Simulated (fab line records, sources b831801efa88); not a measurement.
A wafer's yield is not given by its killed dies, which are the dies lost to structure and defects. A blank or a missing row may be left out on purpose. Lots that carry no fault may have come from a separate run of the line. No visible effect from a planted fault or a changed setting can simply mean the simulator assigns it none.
A lot that was struck, set against a sound lot :: flow sky130 :: 32 out of 708 route steps
Sound: the wafers L643.2, L643.4, L643.6. Struck: wafers L655.1, L655.5 (left out: L655.2, a lot-mate that was not struck); the cause follows at the end.
For every step that has rows: the tool of each side, followed by ch and its chambers, followed by its first start. Under that, the readings that differ: sound wafers :: struck wafers :: difference of the means :: sigmas: that difference in standard deviations of wafers without a fault.
alike: readings whose means differ by less than 2 such deviations, and words and numbers that are the same on both sides. not compared: withheld readings, readings that some wafer has no value for, bounds like >300 that may hide the same value, and numbers for which the record gives no deviation and whose values overlap.
Wherever a step has rows on one side only, a row that says differs or no value, or a row with sigmas, the two part there. When numbers do not overlap yet have no deviation, they are printed without sigmas and do not part them. A reading that every wafer of one side lacks parts them only if that side has two wafers or more.

first, 1 step without rows for these wafers: SKY_VIA1_ETCH_15 (etches SiO2 in C4F8/O2/Ar, stops on TiN, target depth 351 nm, time 54 s).
SKY_VIA1_STRIP_16: strips in O2/N2.
  sound on plasmaAsher-01 ch 1, day 35 00:32; struck on plasmaAsher-03 ch 0,1, day 38 09:00
  alike: drypumpMotorCurrentA, oesProductAu, stripTimeToEndpointS
  not compared: rfHoursCounterH
then, 3 steps without rows for these wafers: SKY_VIA1_STRIP_17 (strips in post etch residue remover, time 1200 s); SKY_VIA1_CLEAN_18 (cleans in IPA, time 180 s); SKY_VIA1_CLEAN_19 (cleans in O3/DIW).
SKY_VIA1_SPUTTER_20: material TiN, target thk 20 nm, time 80 s.
  struck on pvdSputter-03, day 38 09:36; sound on pvdSputter-03, day 35 01:08
  alike: throttleValvePct
SKY_VIA1_CVD_21: deposits W, target thk 270 nm, time 80.902 s.
  sound on cvdW-02 ch 0,1, day 35 01:12; struck on cvdW-01 ch 0,1, day 38 09:40
  alike: heaterPowerW
SKY_VIA1_RS_MEAS_22: a four-point-probe measurement.
  struck on filmMetro-03, day 38 09:45; sound on filmMetro-03, day 35 01:19
reading: VIA1_W_RS (ohm/sq)
sound: 0.435 0.428 0.432
struck: 0.415 0.424
difference: -0.012
sigmas: -2
SKY_VIA1_THK_MEAS_23: measures by xrf.
  struck on filmMetro-03, day 38 09:52; sound on filmMetro-03, day 35 01:25
reading: VIA1_W_THK (nm)
sound: 260 261 261
struck: 272 266
difference: +8
sigmas: +2
SKY_VIA1_CMP_24: polishes, stops on SiO2, t overpolish 15 s, target thk 0 nm.
  sound on cmp-02 ch 0,1,3, day 35 01:28; struck on cmp-01 ch 3, day 38 09:56
  alike: motorCurrentA, overpolishRunS, slurryFilterDpKPa, timeToEndpointS
then, 2 steps without rows for these wafers: SKY_METAL2_SPUTTER_00 (material Ti, target thk 15 nm, time 10 s); SKY_METAL2_SPUTTER_01 (material TiN, target thk 20 nm, time 16.7 s).
SKY_METAL2_SPUTTER_02: material AlCu, target thk 250 nm, time 13.3 s.
  struck on pvdSputter-02, day 38 10:17; sound on pvdSputter-02, day 35 01:49
reading: model.AlCu_of_METAL2_SPUTTER_02.thkNm (nm)
sound: 248.9 250.4 249
struck: 297.5 300.7
difference: +49.7
sigmas: 
  alike: throttleValvePct
then, 2 steps without rows for these wafers: SKY_METAL2_SPUTTER_03 (material Ti, target thk 5 nm, time 3.3 s); SKY_METAL2_SPUTTER_04 (material TiN, target thk 70 nm, time 58.3 s).
SKY_METAL2_RS_MEAS_05: a four-point-probe measurement.
  struck on filmMetro-04, day 38 10:22; sound on filmMetro-02, day 35 01:56
reading: METAL2_ALCU_RS (ohm/sq)
sound: 0.1275 0.1266 0.1276
struck: 0.1060 0.1049
difference: -0.0218
sigmas: -17
SKY_METAL2_THK_MEAS_06: measures by xrf.
  struck on filmMetro-04, day 38 10:29; sound on filmMetro-02, day 35 02:02
reading: METAL2_ALCU_THK (nm)
sound: 247.3 245.9 243.9
struck: 293.2 298.0
difference: +49.9
sigmas: +18
then, 8 steps without rows for these wafers: SKY_METAL2_DEHYDRATE_07 (time 60 s); SKY_METAL2_HMDS_08 (prime time 60 s); SKY_METAL2_COAT_09 (resist thk 60 nm); SKY_METAL2_COAT_10 (resist thk 450 nm); SKY_METAL2_SOFTBAKE_11 (time 90 s); SKY_METAL2_EXPOSE_12 (exposes mask MM2, target cd 140 nm); SKY_METAL2_PEB_13; SKY_METAL2_DEVELOP_14 (develop time 60 s).
SKY_METAL2_CD_MEAS_15: the cd target is 140 nm.
  struck on cdSem-02, day 39 10:46; sound on cdSem-01, day 36 04:12
reading: cdNm (nm)
sound: 136.1 136.5 138.1
struck: 139.2 141.1
difference: +3.2
sigmas: +2
SKY_METAL2_OVL_MEAS_16:
  struck on overlay-02, day 39 10:53; sound on overlay-01, day 36 04:19
  alike: METAL2_OVL
then, 1 step without rows for these wafers: SKY_METAL2_DESCUM_17 (chemistry O2, time 8 s).
SKY_METAL2_ETCH_18: etches BARC in N2/H2, stops on SiO2, time 45.9 s, target depth 60 nm.
  sound on rieMetal-04 ch 0,1, day 36 04:22; struck on rieMetal-02 ch 0,1, day 39 10:58
  alike: drypumpMotorCurrentA, oesProductAu, throttleValvePct
  not compared: rfHoursCounterH
SKY_METAL2_METAL_ETCH_19: etches the open film in Cl2/BCl3, stops on SiO2, target depth 360 nm, time 78 s.
  sound on rieMetal-04 ch 0,1, day 36 04:26; struck on rieMetal-02 ch 0,1, day 39 11:01
reading: oesProductAu (a.u.)
sound: 0.855 0.863 0.854
struck: 0.871 0.874
difference: +0.015
sigmas: +3
  alike: drypumpMotorCurrentA, mfcCl2Sccm, throttleValvePct
  not compared: rfHoursCounterH
then, 1 step without rows for these wafers: SKY_METAL2_STRIP_20 (strips in O2/N2).
-- the record jumps here: 10 days lie between the struck wafers' starts before and after (it left off in module METAL2 and takes up again in module PAD_OPEN, whose first step shown is number 708 of the route) --
SKY_PAD_OPEN_PROBE_99:
  struck on prober-01, day 49 03:25; sound on prober-01, day 46 15:32
reading: model.etest.met2.lineOhmUm
sound: 0.9761 0.9465 0.9488
struck: 0.7694 0.7497
difference: -0.1976
sigmas: 

reading: model.etest.met2.rsOhmSq
sound: 0.1292 0.1286 0.1286
struck: 0.1073 0.1057
difference: -0.0223
sigmas: 
  alike: defectLimitedYield, killed_at_M0_to_M3, killed_at_M4_up, killedAtContacts, killedAtFrontEnd, killedAtOther, killedDies, killedOpen, killedShort, sort_bin_3_pad_short, sort_bin_5_function, sort_bin_6_memory, sortNPass, sortYieldPct

WHERE THEY PART
First at SKY_VIA1_RS_MEAS_22; last, within this record, at SKY_METAL2_METAL_ETCH_19. Later steps at which nothing parts them and some readings are alike: SKY_PAD_OPEN_PROBE_99.

WHY: whatever the simulator had introduced
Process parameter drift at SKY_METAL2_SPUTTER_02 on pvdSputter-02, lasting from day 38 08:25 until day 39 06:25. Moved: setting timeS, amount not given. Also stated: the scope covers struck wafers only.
